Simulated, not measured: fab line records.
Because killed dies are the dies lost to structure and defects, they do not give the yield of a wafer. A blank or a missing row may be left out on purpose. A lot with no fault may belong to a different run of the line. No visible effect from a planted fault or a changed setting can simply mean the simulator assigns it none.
Which of the tools did it? -- flow sky130 -- 14 lots with 42 wafers sampled at 4 steps, on a route of 708 steps

== WHAT THE GAUGES SHOWED, per wafer ==
The record holds no reading of a measuring or inspecting step that can be judged against a usual standard deviation.

== WHAT TOOL EACH LOT RAN ON (gives the tool, then ch and the chambers of the sampled wafers, and finally the start) ==
lot,SKY_SONOS_ONO_STRIP_17,SKY_LDD_N_STRIP_16,SKY_LDD_HVP_DEVELOP_06,SKY_POLY_CUT_ETCH_10
L527,"plasma_asher-01 ch 1, day 12 03:13","plasma_asher-03 ch 1, day 17 01:22","litho_track-01 ch 0, day 20 18:28","rie_diel-01 ch 0,2,3, day 23 12:47"
L528,"plasma_asher-03 ch 0,1, day 13 02:51","plasma_asher-04 ch 1, day 18 02:10","litho_track-01 ch 0, day 21 21:09","rie_diel-04 ch 1,2,3, day 24 12:01"
L530,"plasma_asher-01 ch 0,1, day 13 12:25","plasma_asher-04 ch 0,1, day 18 12:58","litho_track-01, day 22 06:51","rie_diel-04 ch 1,2,3, day 24 23:02"
L531,"plasma_asher-01 ch 0,1, day 13 20:06","plasma_asher-01 ch 0,1, day 20 03:58","litho_track-02, day 23 22:01","rie_diel-02 ch 0,1, day 26 11:29"
L532,"plasma_asher-03 ch 0,1, day 14 22:36","plasma_asher-04 ch 0, day 20 10:07","litho_track-02 ch 0, day 24 04:11","rie_diel-02 ch 1,2, day 26 17:08"
L534,"plasma_asher-04 ch 0, day 15 03:29","plasma_asher-01 ch 0,1, day 20 10:49","litho_track-02 ch 0, day 24 05:46","rie_diel-02 ch 1,2,3, day 26 19:17"
L540,"plasma_asher-01 ch 0,1, day 17 01:21","plasma_asher-01 ch 0,1, day 22 10:49","litho_track-01 ch 0, day 26 03:24","rie_diel-02 ch 0,2,3, day 28 15:08"
L541,"plasma_asher-03 ch 0,1, day 17 07:30","plasma_asher-03 ch 1, day 22 17:07","litho_track-02 ch 0, day 26 09:02","rie_diel-04 ch 0,1,2, day 28 20:29"
L543,"plasma_asher-04 ch 0,1, day 18 20:07","plasma_asher-01 ch 0,1, day 24 06:58","litho_track-01 ch 0, day 27 22:13","rie_diel-04 ch 0,1,3, day 30 08:55"
L542,"plasma_asher-03 ch 0, day 18 20:34","plasma_asher-01 ch 0,1, day 24 10:31","litho_track-04 ch 0, day 28 00:32","rie_diel-01 ch 2,3, day 30 12:59"
L544,"plasma_asher-03 ch 0,1, day 18 20:52","plasma_asher-01 ch 0,1, day 24 09:19","litho_track-01 ch 0, day 27 22:49","rie_diel-01 ch 2,3, day 30 10:28"
L545,"plasma_asher-03 ch 0, day 18 22:02","plasma_asher-04 ch 0,1, day 24 13:58","litho_track-02 ch 0, day 28 04:17","rie_diel-04 ch 0,1,3, day 30 15:08"
L548,"plasma_asher-01 ch 0,1, day 20 13:15","plasma_asher-03 ch 0,1, day 26 02:19","litho_track-01 ch 0, day 29 16:46","rie_diel-01 ch 0,2,3, day 32 02:17"
L549,"plasma_asher-01 ch 0,1, day 20 20:58","plasma_asher-03 ch 0,1, day 26 08:52","litho_track-01 ch 0, day 29 21:31","rie_diel-02 ch 0,1,2, day 32 08:50"
- SKY_SONOS_ONO_STRIP_17: strips in O2/N2.
- SKY_LDD_N_STRIP_16: strips in O2/N2.
- SKY_LDD_HVP_DEVELOP_06: develop time 60 s.
- SKY_POLY_CUT_ETCH_10: etches BARC in N2/H2, stops on SiO2, time 45.9 s, target depth 60 nm.

== WHAT THE TOOLS THEMSELVES READ (means of the sampled wafers that have a number; where no wafer has one, the mark that the record gives instead) ==
SKY_SONOS_ONO_STRIP_17.
lot,tool,chamber_pressure_mTorr (mTorr),drypump_motor_current_A (A),oes_product_au (a.u.),strip_time_to_endpoint_s (s)
L527,plasma_asher-01,1499.8,5.3,0.710,14.06
L528,plasma_asher-03,1500.5,5.6,0.710,14.10
L530,plasma_asher-01,1501.1,5.0,0.712,14.06
L531,plasma_asher-01,1499.1,5.1,0.714,14.15
L532,plasma_asher-03,1499.7,5.6,0.712,14.02
L534,plasma_asher-04,1500.0,6.1,0.708,14.10
L540,plasma_asher-01,1500.0,5.0,0.709,14.14
L541,plasma_asher-03,1500.3,5.6,0.709,14.12
L543,plasma_asher-04,1499.8,6.1,0.703,14.07
L542,plasma_asher-03,1501.0,5.5,0.712,14.14
L544,plasma_asher-03,1500.6,5.6,0.706,14.14
L545,plasma_asher-03,1500.3,5.5,0.708,14.06
L548,plasma_asher-01,1499.6,5.1,0.712,14.10
L549,plasma_asher-01,1498.9,5.0,0.712,14.11

SKY_LDD_N_STRIP_16.
lot,tool,chamber_pressure_mTorr (mTorr),drypump_motor_current_A (A),oes_product_au (a.u.),strip_time_to_endpoint_s (s)
L527,plasma_asher-03,1500.5,5.7,0.403,4.321
L528,plasma_asher-04,1499.4,6.0,0.405,4.317
L530,plasma_asher-04,1498.7,6.1,0.405,4.332
L531,plasma_asher-01,1501.8,5.0,0.414,4.320
L532,plasma_asher-04,1500.5,6.1,0.407,4.302
L534,plasma_asher-01,1499.8,5.0,0.408,4.312
L540,plasma_asher-01,1501.9,5.1,0.408,4.322
L541,plasma_asher-03,1499.4,5.7,0.399,4.309
L543,plasma_asher-01,1500.4,5.1,0.409,4.321
L542,plasma_asher-01,1500.7,5.0,0.406,4.316
L544,plasma_asher-01,1499.6,5.0,0.407,4.337
L545,plasma_asher-04,1500.6,6.0,0.409,4.330
L548,plasma_asher-03,1500.0,5.7,0.401,4.317
L549,plasma_asher-03,1499.7,5.6,0.413,4.316

SKY_LDD_HVP_DEVELOP_06.
lot,tool,chill_plate_temp_C (C)
L527,litho_track-01,22.87
L528,litho_track-01,22.95
L530,litho_track-01,-
L531,litho_track-02,-
L532,litho_track-02,23.08
L534,litho_track-02,23.11
L540,litho_track-01,22.92
L541,litho_track-02,23.05
L543,litho_track-01,22.88
L542,litho_track-04,22.95
L544,litho_track-01,23.02
L545,litho_track-02,22.97
L548,litho_track-01,23.07
L549,litho_track-01,23.11

SKY_POLY_CUT_ETCH_10.
lot,tool,chamber_pressure_mTorr (mTorr),drypump_motor_current_A (A),oes_product_au (a.u.),throttle_valve_pct (%)
L527,rie_diel-01,29.988,5.3,0.853,13.228
L528,rie_diel-04,29.982,5.4,0.853,13.230
L530,rie_diel-04,29.959,5.4,0.854,13.226
L531,rie_diel-02,29.975,6.1,0.857,13.237
L532,rie_diel-02,30.023,5.8,0.855,13.218
L534,rie_diel-02,30.016,5.9,0.856,13.223
L540,rie_diel-02,30.006,6.1,0.852,13.222
L541,rie_diel-04,29.997,5.4,0.856,13.221
L543,rie_diel-04,30.001,5.4,0.856,13.218
L542,rie_diel-01,29.988,5.3,0.851,13.230
L544,rie_diel-01,29.993,5.3,0.860,13.236
L545,rie_diel-04,30.003,5.4,0.852,13.220
L548,rie_diel-01,29.995,5.3,0.861,13.224
L549,rie_diel-02,30.000,6.1,0.855,13.230

== THE ANSWER, worked out from the rows above alone ==
Rule: what is usual is taken from the lots themselves. Put in order of their means at a reading, lots are off if they are a third of the lots or fewer, leave a main group of 4 or more, and stand apart from it by a gap of 3 or more times the standard deviation of the main group's means; of several such gaps the widest counts. Not used: any main group whose means are identical at the precision the tables above print for the reading. Also off: a lot with no number at a reading for which 4 or more lots have one. All remaining lots with rows at the step are treated as sound. The gauges are gone through in route order, then the tools' own readings, and for those a lot's mean is taken as printed above. At the first step where some lot is off, the reading lying furthest off is the one used; lots without a number count as furthest.
Off at SKY_LDD_HVP_DEVELOP_06 (chill_plate_temp_C): L530, L531. Without a number there: L530, L531. Main group: mean 23.00 C, sd 0.083.
If a tool, at that step or one of the process steps before it, ran each lot that is off and ran no sound lot following the first of them, it fits. Not one of the candidates tried fits.

== WHAT THE SIMULATOR PUT IN ==
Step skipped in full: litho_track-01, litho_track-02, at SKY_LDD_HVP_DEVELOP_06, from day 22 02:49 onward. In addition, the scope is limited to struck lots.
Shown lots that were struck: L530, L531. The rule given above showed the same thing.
